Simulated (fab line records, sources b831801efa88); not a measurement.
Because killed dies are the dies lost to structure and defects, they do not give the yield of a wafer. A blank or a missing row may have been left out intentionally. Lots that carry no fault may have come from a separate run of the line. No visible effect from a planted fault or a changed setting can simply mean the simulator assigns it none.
A lot that was struck, set against a sound lot / flow sky130 / 29 steps out of a route of 708
Sound: these wafers, L354.1, L354.3, L354.4. The struck wafers were L363.1, L363.3, L363.5. Last of all comes the cause.
For every step that has rows: the tool of each side, followed by ch and its chambers, followed by its first start. Under that, the readings that differ: sound wafers / struck wafers / difference of the means / sigmas: that difference in standard deviations of wafers without a fault.
alike: same words and numbers on both sides, and readings whose means sit less than 2 such deviations apart. not compared: any withheld reading, any reading some wafer has no value for, any bound like >300 that may hide the same value, and any number with overlapping values for which the record gives no deviation.
A row with sigmas, a row that says differs or no value, or rows on one side alone: a step with any of these is where the two part. Numbers that don't overlap but have no deviation are shown without sigmas and don't part them. A reading missing from all wafers of one side parts the sides only when that side holds two or more wafers.

SKY_PWDE_STRIP_09: strips in O2/N2.
  sound on plasma_asher-03 ch 0,1, day 4 23:30; struck on plasma_asher-03 ch 0,1, day 7 06:10
  alike: drypump_motor_current_A, oes_product_au, strip_time_to_endpoint_s
  not compared: rf_hours_counter_h
SKY_PWDE_TW_MEAS_10:
  sound: film_metro-02 at day 4 23:36; struck: film_metro-01 at day 7 06:16
  alike: PWDE_TW
then, 7 steps without rows for these wafers: SKY_NWELL_DEHYDRATE_03 (time 60 s); SKY_NWELL_HMDS_04 (prime time 60 s); SKY_NWELL_COAT_05 (resist thk 3000 nm); SKY_NWELL_SOFTBAKE_06; SKY_NWELL_EXPOSE_07 (exposes mask NWM, target cd 840 nm); SKY_NWELL_PEB_08; SKY_NWELL_DEVELOP_09 (develop time 60 s).
SKY_NWELL_OVL_MEAS_10:
  sound: overlay-02 at day 5 16:43; struck: overlay-02 at day 8 01:07
  alike: NWELL_00_OVL
then, 2 steps without rows for these wafers: SKY_NWELL_IMPLANT_11; SKY_NWELL_IMPLANT_12.
SKY_NWELL_IMPLANT_13:
  sound on implanter-03 ch 0, day 5 17:04; struck on implanter-02, day 8 01:26
  no value came back on the struck wafers for beam_energy_keV, beam_on_s (s); on the sound wafers beam_energy_keV reads 50.014 50.038 50.013
SKY_NWELL_STRIP_14: strips in O2/N2.
  sound on plasma_asher-02 ch 0,1, day 5 17:13; struck on plasma_asher-04 ch 0,1, day 8 01:35
  alike: drypump_motor_current_A, oes_product_au, strip_time_to_endpoint_s
  not compared: rf_hours_counter_h
SKY_NWELL_TW_MEAS_15:
  sound: film_metro-02 at day 5 17:19; struck: film_metro-01 at day 8 01:41
  alike: NWELL_TW
then, 7 steps without rows for these wafers: SKY_NWELL_DEHYDRATE_16 (time 60 s); SKY_NWELL_HMDS_17 (prime time 60 s); SKY_NWELL_COAT_18 (resist thk 3000 nm); SKY_NWELL_SOFTBAKE_19; SKY_NWELL_EXPOSE_20 (exposes mask NWM COMPLEMENT, target cd 840 nm); SKY_NWELL_PEB_21; SKY_NWELL_DEVELOP_22 (develop time 60 s).
SKY_NWELL_OVL_MEAS_23:
  sound: overlay-02 at day 6 11:52; struck: overlay-01 at day 8 23:04
  alike: NWELL_01_OVL
following that, these wafers have no rows for 1 step: SKY_NWELL_IMPLANT_24.
SKY_NWELL_STRIP_25: strips in O2/N2.
  sound on plasma_asher-04 ch 0,1, day 6 12:04; struck on plasma_asher-01 ch 0,1, day 8 23:16
  alike: drypump_motor_current_A, oes_product_au, strip_time_to_endpoint_s
  not compared: rf_hours_counter_h
SKY_NWELL_TW_MEAS_26:
  sound: film_metro-03 at day 6 12:10; struck: film_metro-01 at day 8 23:22
  alike: NWELL_2_TW
then, 1 step without rows for these wafers: SKY_NWELL_CLEAN_27 (cleans in SC1/SC2, time 150 s).
SKY_NWELL_RTA_28: time 30 s.
  sound on rtp_anneal-01 ch 0, day 6 12:16; struck on rtp_anneal-02 ch 0, day 8 23:28
  alike: lamp_power_pct, wafer_temp_C_max
SKY_NWELL_RS_MEAS_29: measurement is done with a four-point probe.
  sound: film_metro-01 at day 6 12:22; struck: film_metro-03 at day 8 23:34
reading=NWELL_RS (ohm/sq); sound=622.8 623.7 621.9; struck=653.3 651.2 651.1; difference=+29.1; sigmas=+17

WHERE THEY PART
At SKY_NWELL_IMPLANT_13 first; at SKY_NWELL_RS_MEAS_29 last (within this record only).

WHY: what had been put in by the simulator
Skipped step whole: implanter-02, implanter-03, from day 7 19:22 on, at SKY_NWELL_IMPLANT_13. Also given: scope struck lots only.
